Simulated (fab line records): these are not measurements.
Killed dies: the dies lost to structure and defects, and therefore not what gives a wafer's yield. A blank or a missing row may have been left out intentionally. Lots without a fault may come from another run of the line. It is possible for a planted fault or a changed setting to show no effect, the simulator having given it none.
Which of the tools did it? + flow gf180mcu + 6 lots, 18 wafers sampled, at 2 steps of a route of 602

== WHAT THE GAUGES SHOWED, per wafer ==
GF_DNWELL_TW_MEAS_09.
| lot  | measured    | on            | DNWELL_TW      |
|------|-------------|---------------|----------------|
| L726 | day 3 15:44 | film metro-04 | 1360 1367 1355 |
| L730 | day 4 12:59 | film metro-02 | 1335 1343 1334 |
| L732 | day 5 00:47 | film metro-04 | 1357 1353 1354 |
| L734 | day 5 10:33 | film metro-04 | 1676 1679 1681 |
| L736 | day 5 20:04 | film metro-04 | 1355 1356 1361 |
| L743 | day 7 09:25 | film metro-03 | 1335 1344 1343 |

== TOOL THAT RAN EACH LOT (tool first, then ch and the chambers of the sampled wafers, then the start) ==
| lot  | GF_DNWELL_IMPLANT_07           |
|------|--------------------------------|
| L726 | implanter-01 ch 0, day 3 15:29 |
| L730 | implanter-03 ch 0, day 4 12:44 |
| L732 | implanter-04 ch 0, day 5 00:32 |
| L734 | implanter-01 ch 0, day 5 09:59 |
| L736 | implanter-04 ch 0, day 5 19:50 |
| L743 | implanter-04 ch 0, day 7 09:11 |
- GF_DNWELL_IMPLANT_07

== THE ANSWER, worked out from the rows above alone ==
Rule: the usual values come from the lots themselves. Put in order of their means at a reading, lots are off if they are a third of the lots or fewer, leave a main group of 4 or more, and stand apart from it by a gap of 3 or more times the standard deviation of the main group's means; of several such gaps the widest counts. Not used: any main group whose means are identical at the precision the tables above print for the reading. Also off: a lot with no number at a reading for which 4 or more lots have one. The other lots that the step has rows for count as sound.
Off: L734, at GF_DNWELL_TW_MEAS_09 (DNWELL_TW). For the main group the mean is 1350 and the standard deviation 9.3.
A tool fits if, at a process step before that reading, it ran every lot that is off, and no sound lot after the first of them. The gauges at GF_DNWELL_TW_MEAS_09 are tried like those tools. One fits: GF_DNWELL_IMPLANT_07 on implanter-01. Its last sound lot is L726 (day 3 15:29), its first lot that is off L734 (day 5 09:59): a fault that began between those two fits.

== WHAT HAD BEEN PUT IN BY THE SIMULATOR ==
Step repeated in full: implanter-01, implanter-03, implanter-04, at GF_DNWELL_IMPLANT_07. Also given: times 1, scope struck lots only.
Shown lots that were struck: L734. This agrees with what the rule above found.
